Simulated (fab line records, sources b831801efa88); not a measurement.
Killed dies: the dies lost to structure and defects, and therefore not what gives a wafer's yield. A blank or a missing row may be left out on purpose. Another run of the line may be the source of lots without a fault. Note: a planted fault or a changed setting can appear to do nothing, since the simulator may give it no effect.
Comparing a struck lot with a sound one    flow sky130    33 steps out of a route of 708
Sound: wafers L409.2, L409.3, L409.4. Struck: wafers L403.2, L403.5. (L403.3 of the same lot was not struck and is left out.) The cause comes at the end.
Order at every step that has rows: each side's tool, ch and its chambers, its first start. Under that, the readings that differ: sound wafers    struck wafers    difference of the means    sigmas: that difference in standard deviations of wafers without a fault.
alike: readings with means less than 2 such deviations apart, plus words and numbers identical on both sides. not compared: withheld readings, readings lacking a value on some wafer, bounds such as >300 that could conceal the same value, and numbers that have no deviation in the record and whose values overlap.
The two part at a step that has a row with sigmas, a row that says differs or no value, or rows on one side only. Numbers that don't overlap but have no deviation are shown without sigmas and don't part them. Lack of a reading on every wafer of one side parts them only where that side has two or more wafers.

first, 4 steps without rows for these wafers: SKY_LOCAL_INTERCONNECT_SOFTBAKE_07 (time 90 s); SKY_LOCAL_INTERCONNECT_EXPOSE_08 (exposes mask LI1M, target cd 170 nm); SKY_LOCAL_INTERCONNECT_PEB_09; SKY_LOCAL_INTERCONNECT_DEVELOP_10 (develop time 60 s).
SKY_LOCAL_INTERCONNECT_CD_MEAS_11 targets a cd of 170 nm.
  sound on cd sem-02, day 35 14:52; struck on cd sem-02, day 33 21:22
  alike: cd nm
SKY_LOCAL_INTERCONNECT_OVL_MEAS_12:
  sound on overlay-02, day 35 14:59; struck on overlay-02, day 33 21:29
  alike: LOCAL_INTERCONNECT_OVL
SKY_LOCAL_INTERCONNECT_ETCH_13: etches BARC in N2/H2, stops on SiO2, time 45.9 s, target depth 60 nm.
  sound on rie metal-01 ch 0,1, day 35 15:01; struck on rie metal-02 ch 0,1, day 33 21:31
  alike: drypump motor current A, oes product au, throttle valve pct
  not compared: rf hours counter h
SKY_LOCAL_INTERCONNECT_METAL_ETCH_14: etches TiN in Cl2/BCl3, stops on PSG, target depth 110 nm, time 31.4 s.
  sound on rie metal-01 ch 0,1, day 35 15:04; struck on rie metal-02 ch 0,1, day 33 21:34
reading                 sound                 struck         difference  sigmas
throttle valve pct (%)  21.888 21.899 21.909  21.916 21.922  +0.020      +2
  alike: drypump motor current A, oes product au
  not compared: rf hours counter h
SKY_LOCAL_INTERCONNECT_STRIP_15: strips in O2/N2.
  sound on plasma asher-03 ch 0,1, day 35 15:07; struck on plasma asher-01 ch 0, day 33 21:37
  alike: drypump motor current A, oes product au, strip time to endpoint s
  not compared: rf hours counter h
then, 3 steps without rows for these wafers: SKY_LOCAL_INTERCONNECT_STRIP_16 (strips in post etch residue remover, time 1200 s); SKY_LOCAL_INTERCONNECT_CLEAN_17 (cleans in IPA, time 180 s); SKY_LOCAL_INTERCONNECT_CLEAN_18 (cleans in O3/DIW).
SKY_CONTACT_CVD_00: deposits Si3N4, target thk 75 nm.
  sound on pecvd-03 ch 0,2, day 35 15:45; struck on pecvd-01 ch 0,2, day 33 22:13
reading                                    sound              struck       difference  sigmas
model.Si3N4_of_CONTACT_CVD_00.thk nm (nm)  74.72 73.34 75.84  57.61 58.07  -16.79      
  alike: heater power w
SKY_CONTACT_THK_MEAS_01:
  sound on film metro-02, day 35 15:48; struck on film metro-01, day 33 22:16
reading                  sound           struck     difference  sigmas
CONTACT_CVD_00_THK (nm)  74.8 73.3 75.8  57.6 58.1  -16.8       -19
then, 1 step without rows for these wafers: SKY_CONTACT_HDPCVD_02 (deposits SiO2, target thk 565 nm, time 94.2 s).
SKY_CONTACT_THK_MEAS_03:
  sound on film metro-01, day 35 15:56; struck on film metro-04, day 33 22:23
  alike: CONTACT_HDPCVD_THK
then, 1 step without rows for these wafers: SKY_CONTACT_CMP_04 (polishes SiO2).
SKY_CONTACT_BOW_MEAS_05:
  sound on film metro-01, day 35 16:28; struck on film metro-01, day 33 22:46
  alike: CONTACT_BOW
then, 8 steps without rows for these wafers: SKY_CONTACT_DEHYDRATE_06 (time 60 s); SKY_CONTACT_HMDS_07 (prime time 60 s); SKY_CONTACT_COAT_08 (resist thk 60 nm); SKY_CONTACT_COAT_09 (resist thk 450 nm); SKY_CONTACT_SOFTBAKE_10 (time 90 s); SKY_CONTACT_EXPOSE_11 (exposes mask CTM1, target cd 170 nm); SKY_CONTACT_PEB_12; SKY_CONTACT_DEVELOP_13 (develop time 57.85 s).
SKY_CONTACT_CD_MEAS_14 targets a cd of 170 nm.
  sound on cd sem-02, day 36 18:38; struck on cd sem-01, day 35 02:13
  alike: cd nm
SKY_CONTACT_OVL_MEAS_15:
  sound on overlay-01, day 36 18:44; struck on overlay-01, day 35 02:19
  alike: CONTACT_OVL
SKY_CONTACT_ETCH_16: etches BARC in N2/H2, stops on SiO2, time 45.9 s, target depth 60 nm.
  sound on rie diel-01 ch 0,1,2, day 36 18:46; struck on rie diel-01 ch 3, day 35 02:21
  alike: drypump motor current A, oes product au, throttle valve pct
  not compared: rf hours counter h
then, 1 step without rows for these wafers: SKY_CONTACT_ETCH_17 (etches SiO2 in C4F8/O2/Ar, stops on Si3N4, target depth 340 nm).
SKY_CONTACT_ETCH_18: etches Si3N4 in CHF3/O2, stops on TiN, time 39 s, target depth 75 nm.
  sound on rie diel-01 ch 0,1,2; struck on rie diel-01 ch 3
reading                   sound              struck       difference  sigmas
oes product au (a.u.)     0.847 0.837 0.862  0.746 0.750  -0.101      -13
throttle valve pct (%)    8.804 8.772 8.796  8.764 8.752  -0.033      -4
model.etch.depth nm (nm)  74.72 73.34 75.84  57.61 58.07  -16.79      
  alike: chf3 flow sccm, drypump motor current A
  not compared: rf hours counter h
SKY_CONTACT_STRIP_19: strips in O2/N2.
  sound on plasma asher-02 ch 0,1, day 36 18:54; struck on plasma asher-03 ch 1, day 35 02:29
  alike: drypump motor current A, oes product au, strip time to endpoint s
  not compared: rf hours counter h
SKY_PAD_OPEN_PROBE_99:
  sound wafers here have rows in the record (prober-01, day 49 20:40); struck ones have none

WHERE THEY PART
First at SKY_LOCAL_INTERCONNECT_METAL_ETCH_14; last, within this record, at SKY_PAD_OPEN_PROBE_99.

WHY: whatever the simulator had introduced
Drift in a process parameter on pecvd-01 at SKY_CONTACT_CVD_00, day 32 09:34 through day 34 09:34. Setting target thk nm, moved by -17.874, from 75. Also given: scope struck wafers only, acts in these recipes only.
